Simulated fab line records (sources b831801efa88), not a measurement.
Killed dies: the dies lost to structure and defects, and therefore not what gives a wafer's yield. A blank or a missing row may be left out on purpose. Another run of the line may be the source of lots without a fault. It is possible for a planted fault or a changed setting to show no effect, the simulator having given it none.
Code-filled problem report in 8D (eight disciplines) form -- flow gf180mcu -- the parts of the form that need people (team, actions taken, sign-off) are left out

== 1. THE PROBLEM ==
Wafers free of any fault read 692 (standard deviation 4.2) for VT_IMPLANT_4_TW at GF_VT_IMPLANT_TW_MEAS_43, against a mean of 811 on 6 wafers of 2 lots. Relative to the usual mean, that is a shift of +28 standard deviations.
First seen on wafer L224.4, day 11 11:30, on film-metro-01. Wafers with a number at this step in the record: 42, from 14 lots. Rule for "out", or "out of limits": more than 4 standard deviations from the usual mean. All remaining wafers that have a number are taken as sound.

== 2. WHAT THIS IS AND IS NOT ==
question,is,is not
which readings at this step,VT_IMPLANT_4_TW,-
which lots,"L224, L227","L210, L211, L212, L213, L214, L215, L216, L218, L220, L231, L232, L233"
which wafers of those lots,all that have a number,-
read on which gauges,"film-metro-01, film-metro-03",film-metro-04
when,from day 11 11:30,"up to then (27 sound wafers); but 9 sound wafers of L231, L232, L233 came after"

== 3. THE SUSPECTS, EACH WITH WHAT RULES IT OUT ==
Counting: a tool at any process step up to the reading remains a suspect when it ran all the lots that are out and ran no sound lot after the first of those.
- the gauge at GF_VT_IMPLANT_TW_MEAS_43 is ruled out. 2 gauges (film-metro-01, film-metro-03) read the wafers that are out.
- implanter-03 at GF_VT_IMPLANT_IMPLANT_41: kept. All lots that are out passed through it, beginning with L224 at day 11 11:17, and no sound lot followed; its final sound lot before that point was L218 at day 9 18:31. Its own readings are out on those wafers: dose-ions-cm2, faraday-current-uA.
Remaining after the count: implanter-03 at GF_VT_IMPLANT_IMPLANT_41.

== 4. THE CAUSE (what the simulator had put in) ==
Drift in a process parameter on implanter-03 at GF_VT_IMPLANT_IMPLANT_41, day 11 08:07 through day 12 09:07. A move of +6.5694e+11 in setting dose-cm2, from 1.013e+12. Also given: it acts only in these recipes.
Only this tool survived the counting.

== 5. THE CHAIN OF EFFECTS, in route order ==
One row per reading whose mean, taken over the struck wafers that have a number, lies over 3 standard deviations from the usual. Readings are gone through only where the record gives a usual standard deviation; hours: the median, over the lots, of the time from a lot's start at the first step in this table giving one to that lot's start at this step; sigmas: the change measured in usual standard deviations.
hours,step,reading,usual,on struck wafers,change,sigmas
0,GF_VT_IMPLANT_IMPLANT_41,dose-ions-cm2,1.0131e+12,1.6710e+12,+6.5792e+11,+99 or more
0,GF_VT_IMPLANT_IMPLANT_41,faraday-current-uA,5.71,9.36,+3.65,+33
0,GF_VT_IMPLANT_TW_MEAS_43,VT_IMPLANT_4_TW,692,811,+119,+28
Process steps it contains:
- GF_VT_IMPLANT_IMPLANT_41
At these later measuring or inspecting steps, every struck wafer for which the step has a row has a number for every such reading, and none has moved that far: GF_POLY_GATE_THK_MEAS_01.

== 6. HOW IT WOULD HAVE BEEN CAUGHT EARLIER ==
The first out-of-limits reading at a measuring or inspecting step in this record came at day 11 11:30, 3 hours after the fault's start at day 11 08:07.
Tool's own readings at GF_VT_IMPLANT_IMPLANT_41, dose-ions-cm2, faraday-current-uA: out on all struck wafers the step has rows for; an alarm limit on them would have tripped on the first.
Of the lots that are out (2), L227 began GF_VT_IMPLANT_IMPLANT_41 on implanter-03 after day 11 11:30. Putting the tool on hold at that point would have spared it.
